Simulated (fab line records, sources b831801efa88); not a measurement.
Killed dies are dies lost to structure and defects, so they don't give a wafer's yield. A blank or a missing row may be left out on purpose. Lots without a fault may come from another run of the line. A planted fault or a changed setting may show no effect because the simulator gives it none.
Which tool did it? | flow gf180mcu | 14 lots, 42 wafers sampled, at 4 steps of a route of 602

WHAT THE GAUGES READ, wafer by wafer
GF_VT_IMPLANT_TW_MEAS_10. Usual: VT_IMPLANT_TW 568, standard deviation 8.7.
lot  | measured     | on            | VT_IMPLANT_TW | flag
L212 | day 5 21:28  | film_metro-03 | 569 570 569   |
L214 | day 6 03:39  | film_metro-03 | 571 574 573   |
L213 | day 6 05:04  | film_metro-01 | 573 574 578   |
L217 | day 7 00:18  | film_metro-02 | 553 557 559   |
L218 | day 7 03:48  | film_metro-01 | 577 575 574   |
L219 | day 7 09:16  | film_metro-02 | 552 552 554   |
L220 | day 7 14:39  | film_metro-03 | 578 577 578   |
L221 | day 7 21:00  | film_metro-02 | 557 555 558   |
L224 | day 8 15:43  | film_metro-03 | 572 574 574   |
L226 | day 9 09:21  | film_metro-01 | 566 574 572   |
L227 | day 9 14:45  | film_metro-02 | 556 557 558   |
L231 | day 10 15:48 | film_metro-01 | 568 573 570   |
L232 | day 10 20:54 | film_metro-02 | 554 554 554   |
L233 | day 10 23:34 | film_metro-01 | 571 569 570   |

GF_POLY_GATE_CD_MEAS_10: target cd 280 nm. Usual: cd_nm 280.4 nm, standard deviation 0.97.
lot  | measured     | on        | cd_nm (nm)        | flag
L212 | day 9 12:29  | cd_sem-02 | 281.5 280.3 280.0 |
L214 | day 9 17:04  | cd_sem-01 | 278.2 279.4 278.9 |
L213 | day 9 19:34  | cd_sem-01 | 282.2 281.0 281.3 |
L217 | day 10 17:16 | cd_sem-01 | 281.4 281.0 279.6 |
L218 | day 11 02:13 | cd_sem-02 | 279.1 280.0 279.5 |
L219 | day 11 05:52 | cd_sem-02 | 280.6 280.9 280.4 |
L220 | day 11 09:43 | cd_sem-01 | 281.0 281.6 280.1 |
L221 | day 11 20:46 | cd_sem-01 | 281.3 280.6 280.4 |
L224 | day 12 17:26 | cd_sem-01 | 278.3 277.8 278.2 |
L226 | day 13 13:34 | cd_sem-02 | 278.1 279.2 277.8 |
L227 | day 13 18:25 | cd_sem-01 | 280.7 281.5 280.8 |
L231 | day 15 00:04 | cd_sem-01 | 281.0 280.7 280.2 |
L232 | day 15 06:19 | cd_sem-01 | 280.2 280.3 279.7 |
L233 | day 15 08:40 | cd_sem-02 | 281.7 280.8 280.4 |

WHICH TOOL RAN EACH LOT (tool, then ch and the chambers of the sampled wafers, then the start)
lot  | GF_VT_IMPLANT_STRIP_31               | GF_POLY_GATE_SOFTBAKE_06
L212 | plasma_asher-03 ch 1, day 7 04:27    | litho_track-03 ch 0, day 9 03:00
L214 | plasma_asher-02 ch 0,1, day 7 09:52  | litho_track-02 ch 0, day 9 08:00
L213 | plasma_asher-01 ch 0,1, day 7 12:24  | litho_track-02 ch 0, day 9 10:00
L217 | plasma_asher-03 ch 1, day 8 07:15    | litho_track-02 ch 0, day 10 08:00
L218 | plasma_asher-03 ch 0,1, day 8 12:27  | litho_track-03 ch 0, day 10 17:00
L219 | plasma_asher-02 ch 0,1, day 8 16:35  | litho_track-02 ch 0, day 10 20:00
L220 | plasma_asher-03 ch 0,1, day 8 22:45  | litho_track-02 ch 0, day 11 00:00
L221 | plasma_asher-01 ch 0,1, day 9 06:36  | litho_track-02 ch 0, day 11 11:00
L224 | plasma_asher-01 ch 0,1, day 10 02:51 | litho_track-03 ch 0, day 12 07:00
L226 | plasma_asher-03 ch 0,1, day 10 21:16 | litho_track-03 ch 0, day 13 03:00
L227 | plasma_asher-02 ch 0,1, day 11 02:04 | litho_track-04 ch 0, day 13 08:00
L231 | plasma_asher-02 ch 0,1, day 12 05:12 | litho_track-02 ch 0, day 14 12:00
L232 | plasma_asher-03 ch 0,1, day 12 11:15 | litho_track-02 ch 0, day 14 19:00
L233 | plasma_asher-03 ch 0,1, day 12 13:03 | litho_track-04 ch 0, day 14 22:00
- GF_VT_IMPLANT_STRIP_31: strips in O2/N2.
- GF_POLY_GATE_SOFTBAKE_06: time 60 s.

WHAT THE TOOLS THEMSELVES READ (means of the sampled wafers that have a number; where no wafer has one, the mark that the record gives instead)
GF_VT_IMPLANT_STRIP_31. Usual: drypump_motor_current_A 5.7 A, standard deviation 0.62; heater_power_w 333 W, standard deviation 24; oes_product_au 0.716 a.u., standard deviation 0.0049; strip_time_to_endpoint_s 12.63 s, standard deviation 0.039.
lot  | tool            | drypump_motor_current_A (A) | heater_power_w (W) | oes_product_au (a.u.) | strip_time_to_endpoint_s (s) | flag
L212 | plasma_asher-03 | 5.7                         | 323                | 0.715                 | 12.67                        |
L214 | plasma_asher-02 | 5.9                         | 312                | 0.716                 | 12.62                        |
L213 | plasma_asher-01 | 5.6                         | 328                | 0.711                 | 12.62                        |
L217 | plasma_asher-03 | 5.7                         | 327                | 0.717                 | 12.63                        |
L218 | plasma_asher-03 | 5.4                         | 339                | 0.718                 | 12.58                        |
L219 | plasma_asher-02 | 6.1                         | 308                | 0.717                 | 12.69                        |
L220 | plasma_asher-03 | 5.6                         | 329                | 0.716                 | 12.60                        |
L221 | plasma_asher-01 | 5.6                         | 328                | 0.715                 | 12.64                        |
L224 | plasma_asher-01 | 5.6                         | 329                | 0.714                 | 12.59                        |
L226 | plasma_asher-03 | 5.6                         | 333                | 0.716                 | 12.66                        |
L227 | plasma_asher-02 | 6.1                         | 313                | 0.718                 | 12.65                        |
L231 | plasma_asher-02 | 6.1                         | 314                | 0.719                 | 12.58                        |
L232 | plasma_asher-03 | 5.4                         | 344                | 0.711                 | 12.65                        |
L233 | plasma_asher-03 | 5.6                         | 334                | 0.712                 | 12.65                        |

GF_POLY_GATE_SOFTBAKE_06. Usual: chill_plate_temp_C 23.00 C, standard deviation 0.1; plate_temp_C 130.01 C, standard deviation 0.15; run_length_s 88.90 s, standard deviation 0.13.
lot  | tool           | chill_plate_temp_C (C) | plate_temp_C (C) | run_length_s (s) | flag
L212 | litho_track-03 | 22.93                  | 129.87           | 88.89            |
L214 | litho_track-02 | 22.95                  | 129.82           | 89.03            |
L213 | litho_track-02 | 22.93                  | 129.86           | 88.97            |
L217 | litho_track-02 | 23.00                  | 129.81           | 88.93            |
L218 | litho_track-03 | 22.90                  | 130.07           | 88.81            |
L219 | litho_track-02 | 22.97                  | 130.14           | 88.93            |
L220 | litho_track-02 | 23.16                  | 130.18           | 88.95            |
L221 | litho_track-02 | 22.99                  | 129.92           | 88.95            |
L224 | litho_track-03 | 23.19                  | 129.99           | 98.61            | OFF
L226 | litho_track-03 | 23.10                  | 130.18           | 98.70            | OFF
L227 | litho_track-04 | 23.12                  | 129.93           | 89.04            |
L231 | litho_track-02 | 23.06                  | 130.05           | 88.99            |
L232 | litho_track-02 | 22.97                  | 130.04           | 88.91            |
L233 | litho_track-04 | 22.99                  | 130.18           | 88.93            |

THE ANSWER, worked out from the rows above alone
Rule: a lot is off if the mean of its wafers that have a number lies more than 3 standard deviations from the usual mean. A lot without any number at a reading at which 4 lots or more have one is off too. The other lots that the step has rows for count as sound. The gauges are gone through in route order, then the tools' own readings, and for those a lot's mean is taken as printed above. The first step at which some lot is off is used, and at that step the reading that is off furthest; a lot without a number counts as furthest.
Off: L224, L226, at GF_POLY_GATE_SOFTBAKE_06 (run_length_s).
A tool fits if, at that step or a process step before it, it ran every lot that is off, and no sound lot after the first of them. One fits: litho_track-03 at GF_POLY_GATE_SOFTBAKE_06. Its last sound lot is L218 (day 10 17:00), its first lot that is off L224 (day 12 07:00): a fault that began between those two fits.
The tool's own readings at GF_POLY_GATE_SOFTBAKE_06 bear it out: on the lots that are off they differ by more than 5 times the standard deviation of the sound lots' means. run_length_s reads 98.66 s there against 88.94 s on the sound lots.

WHAT THE SIMULATOR HAD PUT IN
Process parameter drift: litho_track-03, from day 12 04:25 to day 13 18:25, at GF_POLY_GATE_SOFTBAKE_06. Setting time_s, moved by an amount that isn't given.
Lots struck among those shown: L224, L226. The rule above found the same.
